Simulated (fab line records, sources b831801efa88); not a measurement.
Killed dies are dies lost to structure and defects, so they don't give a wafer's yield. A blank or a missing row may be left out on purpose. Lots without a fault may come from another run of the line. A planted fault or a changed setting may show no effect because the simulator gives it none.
A struck lot beside a sound one | flow sfq_line | 32 steps out of a route of 325
Sound: wafers L830.2, L830.4, L830.6. Struck: wafers L842.3, L842.6. (L842.4 of the same lot was not struck and is left out.) The cause comes at the end.
At each step with rows: each side's tool, then ch and its chambers, then its first start. Under that, the readings that differ: sound wafers | struck wafers | difference of the means | sigmas: that difference in standard deviations of wafers without a fault.
alike: readings whose means differ by less than 2 such deviations, and words and numbers that are the same on both sides. not compared: withheld readings, readings that some wafer has no value for, bounds like >300 that may hide the same value, and numbers for which the record gives no deviation and whose values overlap.
The two part at a step that has a row with sigmas, a row that says differs or no value, or rows on one side only. Numbers that don't overlap but have no deviation are shown without sigmas and don't part them. A reading that every wafer of one side lacks parts them only if that side has two wafers or more.

SFQ_INCOMING_BOW_MEAS_900:
  sound on film_metro-01, day 3 07:01; struck on film_metro-04, day 5 19:02
  alike: INCOMING_BOW
then, 1 step without rows for these wafers: SFQ_TRILAYER_INCOMING_OXIDATION_002 (target thk 500 nm, ox time 4939 s).
SFQ_TRILAYER_L0_DEP_SPUTTER_003: material MoNx KI, target thk 40 nm, time 100 s.
  sound on pvd_sputter-04, day 3 09:29; struck on pvd_sputter-03, day 5 21:29
  reading                                                  | sound                | struck        | difference | sigmas
  cathode_dc_power_W (W)                                   | 800.18 800.01 800.00 | 973.79 973.85 | +173.76    | +99 or more
  model.MoNx_KI_of_TRILAYER_L0_DEP_SPUTTER_003.thk_nm (nm) | 39.54 39.13 39.6     | 49.11 49.32   | +9.79      |
  alike: throttle_valve_pct
SFQ_L0_RS_MEAS_901: measures by four-point-probe.
  sound on film_metro-03, day 3 09:35; struck on film_metro-03, day 5 21:36
  reading                | sound          | struck    | difference | sigmas
  L0_MONX_KI_RS (ohm/sq) | 44.0 44.5 43.9 | 35.4 35.3 | -8.8       | -15
SFQ_L0_THK_MEAS_902: measures by xrf.
  sound on film_metro-03, day 3 09:41; struck on film_metro-03, day 5 21:42
  reading             | sound          | struck    | difference | sigmas
  L0_MONX_KI_THK (nm) | 39.7 39.2 39.7 | 49.4 49.7 | +10.0      | +18
then, 6 steps without rows for these wafers: SFQ_TRILAYER_L0_LITHO_COAT_010 (resist thk 62 nm); SFQ_TRILAYER_L0_LITHO_COAT_005 (resist thk 595 nm); SFQ_TRILAYER_L0_LITHO_SOFTBAKE_009; SFQ_TRILAYER_L0_LITHO_EXPOSE_006 (exposes mask L0, target cd 2000 nm); SFQ_TRILAYER_L0_LITHO_PEB_008 (peb time 60 s); SFQ_TRILAYER_L0_LITHO_DEVELOP_007 (time 60 s).
-- the record jumps here: 3 days lie between the struck wafers' starts before and after --
SFQ_TRILAYER_L0_BARC_OPEN_METAL_ETCH_010: etches BARC in O2, target depth 125 nm, time 41.7 s.
  sound on rie_metal-04 ch 0,1, day 4 04:42; struck on rie_metal-03 ch 0,1, day 9 00:03
  alike: drypump_motor_current_A, oes_product_au
  not compared: rf_hours_counter_h
SFQ_TRILAYER_L0_ETCH_METAL_ETCH_008: etches MoNx KI in SF6/O2, stops on SiO2, target depth 50 nm, time 25 s.
  sound on rie_metal-04 ch 0,1, day 4 04:46; struck on rie_metal-03 ch 0,1, day 9 00:06
  reading               | sound             | struck      | difference | sigmas
  oes_product_au (a.u.) | 0.864 0.864 0.871 | 0.988 0.982 | +0.119     | +15
  alike: drypump_motor_current_A
  not compared: rf_hours_counter_h
then, 2 steps without rows for these wafers: SFQ_TRILAYER_L0_STRIP_STRIP_009 (strips in O2); SFQ_TRILAYER_L0_STRIP_SOLV_CLEAN_010 (cleans in NMP, time 600 s).
SFQ_TRILAYER_L0_CAP_PECVD_011: deposits SiO2 from SiH4/N2O, time 13.333 s, target thk 60 nm.
  sound on pecvd-01 ch 0,1,2, day 4 05:35; struck on pecvd-03 ch 1,2, day 9 00:55
  alike: chamber_pressure_Torr, heater_power_w, throttle_valve_pct
  not compared: since_wet_clean_h
then, 6 steps without rows for these wafers: SFQ_TRILAYER_L0_VIA_LITHO_COAT_018 (resist thk 62 nm); SFQ_TRILAYER_L0_VIA_LITHO_COAT_013 (resist thk 639.5 nm); SFQ_TRILAYER_L0_VIA_LITHO_SOFTBAKE_017; SFQ_TRILAYER_L0_VIA_LITHO_EXPOSE_014 (exposes mask L0V, target cd 700 nm); SFQ_TRILAYER_L0_VIA_LITHO_PEB_016 (peb time 60 s); SFQ_TRILAYER_L0_VIA_LITHO_DEVELOP_015 (time 60 s).
-- the record jumps here: 5 days lie between the struck wafers' starts before and after --
SFQ_L0V_OVL_MEAS_903:
  sound on overlay-01, day 6 10:55; struck on overlay-02, day 13 14:06
  alike: L0V_OVL
SFQ_TRILAYER_L0_VIA_BARC_OPEN_VIA_ETCH_021: etches BARC in O2, target depth 125 nm, time 41.7 s.
  sound on rie_diel-02 ch 0,1,2, day 6 10:56; struck on rie_diel-04 ch 1, day 13 14:08
  alike: drypump_motor_current_A, oes_product_au
  not compared: rf_hours_counter_h
SFQ_TRILAYER_L0_VIA_ETCH_VIA_ETCH_016: etches SiO2 in CHF3, stops on MoNx KI, target depth 80 nm.
  sound on rie_diel-02 ch 0,1,2, day 6 10:59; struck on rie_diel-04 ch 1, day 13 14:10
  alike: drypump_motor_current_A, oes_product_au
SFQ_TRILAYER_L0_VIA_STRIP_STRIP_017: strips in O2.
  sound on rie_metal-03 ch 0, day 6 11:14; struck on rie_metal-01 ch 0,1, day 13 14:25
  reading                     | sound       | struck  | difference | sigmas
  drypump_motor_current_A (A) | 5.0 5.0 4.9 | 6.0 5.8 | +0.9       | +2
  alike: oes_product_au
  not compared: rf_hours_counter_h
then, 3 steps without rows for these wafers: SFQ_TRILAYER_L0_VIA_STRIP_SOLV_CLEAN_018 (cleans in NMP, time 600 s); SFQ_TRILAYER_M0_DEP_PRE_CLEAN_020 (time 15 s); SFQ_TRILAYER_M0_DEP_SPUTTER_019 (material Nb, target thk 200 nm, time 133.3 s).
SFQ_M0_RS_MEAS_904: measures by four-point-probe.
  sound on film_metro-01, day 6 12:32; struck on film_metro-03, day 13 15:10
  alike: M0_NB_RS
then, 1 step without rows for these wafers: SFQ_TRILAYER_M0_LITHO_COAT_026 (resist thk 62 nm).
-- the record jumps here: 78 days lie between the struck wafers' starts before and after --
SFQ_M8_BOW_MEAS_951:
  sound on film_metro-03, day 83 16:36; struck on film_metro-04, day 91 17:56
  reading                  | sound             | struck      | difference | sigmas
  model.etest.l0.ohm_sq    | 44.05 44.51 43.98 | 35.46 35.32 | -8.79      |
  model.etest.l0v.link_ohm | 44.96 45.42 44.89 | 36.37 36.23 | -8.79      |
  model.etest.l0.ohm_um    | 22.04 22.26 21.98 | 17.73 17.66 | -4.40      |
  alike: M8_BOW

WHERE THEY PART
First at SFQ_TRILAYER_L0_DEP_SPUTTER_003; last, within this record, at SFQ_TRILAYER_L0_VIA_STRIP_STRIP_017. Later steps at which nothing parts them and some readings are alike: SFQ_M0_RS_MEAS_904, SFQ_M8_BOW_MEAS_951.

WHY: what the simulator had put in
Process parameter drift: pvd_sputter-03, from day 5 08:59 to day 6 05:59, at SFQ_TRILAYER_L0_DEP_SPUTTER_003. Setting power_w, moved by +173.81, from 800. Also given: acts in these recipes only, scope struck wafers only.
